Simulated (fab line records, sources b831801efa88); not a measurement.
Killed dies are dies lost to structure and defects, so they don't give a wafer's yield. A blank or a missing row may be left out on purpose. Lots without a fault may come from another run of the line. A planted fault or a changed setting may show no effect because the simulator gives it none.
fab line records | flow gf180mcu | part 2 of 2: steps 26 to 34 of 34
record lots=5 wafers=15 last_day=33
route steps=602 shown HV_LDD@220 NSD@235 PSD@248
lots that met no fault: from a run of the same line without faults
start_h: hours from the record's first day to the start of the lot's first wafer shown | wait_h: hours since the lot's step before | " the same as in the row above | L1.1+2: a row that stands for several wafers | - no value, or no start given | * or withheld: withheld | < > ~ a bound
route shown NAME@n: a module of which the file shows steps, and the number in the route of the first | usual: mean/standard deviation of fault-free wafers | same: alike in all rows | chamber/n: place in a boat | sites: the reading at each site | _std_site: their standard deviation | _edge_site: outer sites' mean less inner sites' | radius_mm: how far each site lies from the wafer's centre | mask NAME#n: copy n | behind: the tool/chamber that last shaped the wafer | hold: why the lot was held/for how many hours/how that ended | device: the transistor (n, p or np) that didn't switch | end of line: the same wafers' tests at the end of the route | a step without rows: its recipe alone | killed: dies lost to structure and defects at the first sort, not the wafer's yield | map: a wafer's dies, x killed, . not, _ none there
set.NAME: the setting as run; set.NAME@STEP: as run at that earlier step | model.NAME: the simulator's own value behind a step, which no gauge read
lots at some steps of the route; a table a step, a row a wafer
services: from which hour (start_h, from the record's first day; less than 0 if before it) a tool's chamber was out of use, for how many hours, and why
## steps
# step GF_NSD_IMPLANT_10
# recipe species=P energy_kev=40 dose_cm2=5e+14 tilt_deg=7
# usual end_station_pressure_torr=7.3e-06/4e-07
# columns lot.wafer tool chamber start_h wait_h end_station_pressure_torr
L075.1 implanter-04 0 307.53 0.1 7.3e-06
L075.2 " 0 " " 7.2e-06
L075.4 " 0 " " 7.3e-06
L077.1 implanter-04 0 317.78 0.1 6.9e-06
L077.2 " 0 " " 7.7e-06
L077.5 " 0 " " 6.8e-06
L083.2 implanter-01 0 369.00 0.1 7.6e-06
L083.4 " 0 " " 7.5e-06
L083.5 " 0 " " 8.2e-06
L087.1 implanter-04 0 403.37 0.1 7.8e-06
L087.2 " 0 " " 7.3e-06
L087.6 " 0 " " 7e-06
L092.2 implanter-04 0 442.40 0.1 7.3e-06
L092.5 " 0 " " 7.4e-06
L092.6 " 0 " " 7.3e-06
# step GF_NSD_STRIP_11
# recipe chemistry=O2/N2 power_w=1400 pressure_mtorr=1500 platen_temp_c=250 o2_flow_sccm=3000 n2_flow_sccm=300 overash_fraction=0.5
# usual chamber_pressure_mTorr=1500.0/1.4 drypump_motor_current_A=5.6/0.35 heater_power_w=342/30 n2_flow_sccm=300.1/0.89 oes_product_au=0.487/0.0049 strip_time_to_endpoint_s=22.96/0.041
# columns lot.wafer tool chamber start_h wait_h chamber_pressure_mTorr drypump_motor_current_A heater_power_w n2_flow_sccm oes_product_au rf_hours_counter_h strip_time_to_endpoint_s
L075.1 plasma_asher-02 1 307.68 0.1 1497.1 5.5 370 299.5 0.485 65 22.93
L075.2 " 0 " " 1499.7 5.8 353 300.0 0.477 65 22.96
L075.4 " 1 " " 1499.6 5.5 370 300.4 0.488 - 22.95
L077.1 plasma_asher-02 1 317.93 0.1 1501.2 5.5 386 298.9 0.481 66 22.98
L077.2 " 0 " " 1501.5 5.8 365 300.1 0.478 66 22.97
L077.5 " 0 " " 1500.7 5.8 357 300.5 0.492 - 22.99
L083.2 plasma_asher-04 0 369.13 0.1 1500.0 5.7 351 299.8 0.489 72 22.93
L083.4 " 0 " " 1500.0 5.6 354 300.6 0.486 - 22.94
L083.5 " 1 " " 1501.0 6.2 287 300.3 0.490 - 22.96
L087.1 plasma_asher-02 1 403.52 0.1 1499.6 5.5 368 301.0 0.491 74 23.02
L087.2 " 0 " " 1499.5 5.8 364 300.1 0.489 74 23.00
L087.6 " 0 " " 1501.9 5.8 361 300.0 0.483 - 22.97
L092.2 plasma_asher-02 0 442.53 0.1 1501.1 5.8 366 300.4 0.492 1 22.98
L092.5 " 1 " " 1498.6 5.5 366 300.4 0.484 - 23.00
L092.6 " 0 " " 1498.8 5.8 375 300.3 0.479 - 23.03
# step GF_NSD_TW_MEAS_12
# usual NSD_TW=4245/31
# columns lot.wafer tool chamber start_h wait_h NSD_TW
L075.1 film_metro-01 - 307.78 0.1 4255
L075.2 " - " " 4286
L075.4 " - " " 4274
L077.1 film_metro-04 - 318.03 0.1 4227
L077.2 " - " " 4212
L077.5 " - " " 4207
L083.2 film_metro-03 - 369.24 0.1 4291
L083.4 " - " " 4293
L083.5 " - " " 4302
L087.1 film_metro-01 - 403.62 0.1 4231
L087.2 " - " " 4240
L087.6 " - " " 4264
L092.2 film_metro-01 - 442.64 0.1 4231
L092.5 " - " " 4259
L092.6 " - " " 4270
# step GF_PSD_DEHYDRATE_00
# recipe temp_c=200 time_s=60
# usual exhaust_pa=45.0/0.94
# columns lot.wafer tool chamber start_h wait_h exhaust_pa
L075.1 litho_track-04 0 316.60 8.8 44.9
L075.2 " 0 " " 45.9
L075.4 " 0 " " 45.4
L077.1 litho_track-04 0 328.15 10.1 44.1
L077.2 " 0 " " 44.3
L077.5 " 0 " " 43.1
L083.2 litho_track-03 0 379.59 10.3 45.1
L083.4 " 0 " " 44.7
L083.5 " 0 " " 44.2
L087.1 litho_track-04 0 414.90 11.3 43.7
L087.2 " 0 " " 45.5
L087.6 " 0 " " 44.5
L092.2 litho_track-04 0 454.12 11.5 45.3
L092.5 " 0 " " 45.0
L092.6 " 0 " " 45.1
# step GF_PSD_HMDS_01
# recipe prime_time_s=60 prime_temp_c=120
# usual exhaust_pa=45.0/0.88
# same prime_time_s=60
# columns lot.wafer tool chamber start_h wait_h exhaust_pa
L075.1 litho_track-04 0 316.75 0.1 44.2
L075.2 " 0 " " 43.9
L075.4 " 0 " " 43.0
L077.1 litho_track-04 0 328.30 0.1 45.6
L077.2 " 0 " " 45.7
L077.5 " 0 " " 45.4
L083.2 litho_track-03 0 379.74 0.1 45.5
L083.4 " 0 " " 45.6
L083.5 " 0 " " 45.0
L087.1 litho_track-04 0 415.05 0.1 44.9
L087.2 " 0 " " 45.9
L087.6 " 0 " " 45.6
L092.2 litho_track-04 0 454.27 0.1 43.8
L092.5 " 0 " " 45.3
L092.6 " 0 " " 45.7
# step GF_PSD_COAT_02
# recipe resist=NOVOLAK spin_rpm=2928 resist_thk_nm=1000
# usual exhaust_pa=44.9/0.74
# columns lot.wafer tool chamber start_h wait_h exhaust_pa
L075.1 litho_track-04 0 316.90 0.1 45.4
L075.2 " 0 " " 43.5
L075.4 " 0 " " 44.3
L077.1 litho_track-04 0 328.45 0.1 45.1
L077.2 " 0 " " 44.3
L077.5 " 0 " " 45.3
L083.2 litho_track-03 0 379.89 0.1 45.5
L083.4 " 0 " " 45.5
L083.5 " 0 " " 43.9
L087.1 litho_track-04 0 415.20 0.1 46.6
L087.2 " 0 " " 45.0
L087.6 " 0 " " 44.3
L092.2 litho_track-04 0 454.42 0.1 45.1
L092.5 " 0 " " 45.1
L092.6 " 0 " " 45.0
# step GF_PSD_SOFTBAKE_03
# recipe temp_c=90 time_s=60 resist=NOVOLAK
# usual exhaust_pa=44.8/0.84
# columns lot.wafer tool chamber start_h wait_h exhaust_pa
L075.1 litho_track-04 0 317.05 0.1 45.2
L075.2 " 0 " " 44.2
L075.4 " 0 " " 44.1
L077.1 litho_track-04 0 328.60 0.1 45.3
L077.2 " 0 " " 44.3
L077.5 " 0 " " 44.8
L083.2 litho_track-03 0 380.04 0.1 45.0
L083.4 " 0 " " 44.3
L083.5 " 0 " " 45.0
L087.1 litho_track-04 0 415.35 0.1 44.1
L087.2 " 0 " " 44.0
L087.6 " 0 " " 44.3
L092.2 litho_track-04 0 454.57 0.1 44.8
L092.5 " 0 " " 44.8
L092.6 " 0 " " 44.8
# step GF_PSD_EXPOSE_04
# recipe mask_id=Pplus target_cd_nm=400 na=0.6 source_shape=conventional sigma_outer=0.6 dose_mj=140
# usual exposure_dose_mJ_cm2=140.00/0.14
# columns lot.wafer tool chamber start_h wait_h mask exposure_dose_mJ_cm2
L075.1 iline_stepper-01 0 - - Pplus#0 140.16
L075.2 " 0 " " Pplus#0 139.94
L075.4 " 0 " " Pplus#0 139.91
L077.1 iline_stepper-01 0 - - Pplus#0 139.93
L077.2 " 0 " " Pplus#0 139.86
L077.5 " 0 " " Pplus#0 140.01
L083.2 iline_stepper-02 0 - - Pplus#0 139.99
L083.4 " 0 " " Pplus#0 139.76
L083.5 " 0 " " Pplus#0 139.90
L087.1 iline_stepper-01 0 - - Pplus#0 139.90
L087.2 " 0 " " Pplus#0 140.01
L087.6 " 0 " " Pplus#0 139.80
L092.2 iline_stepper-01 0 - - Pplus#0 139.76
L092.5 " 0 " " Pplus#0 139.75
L092.6 " 0 " " Pplus#0 140.18
# step GF_PSD_PEB_05
# recipe temp_c=withheld time_s=* resist=NOVOLAK
# usual exhaust_pa=45.1/0.86
# columns lot.wafer tool chamber start_h wait_h exhaust_pa
L075.1 litho_track-04 0 - - 45.0
L075.2 " 0 " " 45.4
L075.4 " 0 " " 43.3
L077.1 litho_track-04 0 - - 45.0
L077.2 " 0 " " 46.0
L077.5 " 0 " " 47.3
L083.2 litho_track-04 0 - - 46.0
L083.4 " 0 " " 45.4
L083.5 " 0 " " 44.5
L087.1 litho_track-04 0 - - 44.1
L087.2 " 0 " " 43.9
L087.6 " 0 " " 45.5
L092.2 litho_track-02 0 - - 44.9
L092.5 " 0 " " 44.4
L092.6 " 0 " " 44.1
## services
# columns tool chamber start_h hours kind
rie_diel-01 0 264.47 3.7 repair
rie_diel-01 2 265.90 5.8 repair
iline_stepper-02 - 268.69 1.7 pm
plasma_asher-03 - 269.81 0.5 repair
implanter-01 - 270.02 5.9 repair
iline_stepper-02 - 270.94 16.0 repair
implanter-01 - 281.08 2.5 pm
rie_diel-04 3 281.44 4.5 repair
rie_diel-04 1 283.44 3.8 repair
implanter-02 - 304.23 4.0 repair
iline_stepper-01 - 311.55 1.7 pm
rie_diel-01 1 313.26 3.4 repair
rie_diel-04 2 362.15 5.7 repair
implanter-02 - 370.71 7.2 pm
rtp_anneal-01 - 371.42 3.4 pm
implanter-04 - 394.60 2.1 repair
rie_diel-04 0 404.24 5.7 repair
rie_diel-04 2 409.44 5.4 repair
iline_stepper-02 - 418.46 28.9 pm
plasma_asher-02 - 421.25 9.0 pm
implanter-04 - 436.74 3.5 pm
plasma_asher-01 - 440.60 0.4 repair
plasma_asher-02 - 443.42 1.0 repair
implanter-04 - 461.10 5.4 repair
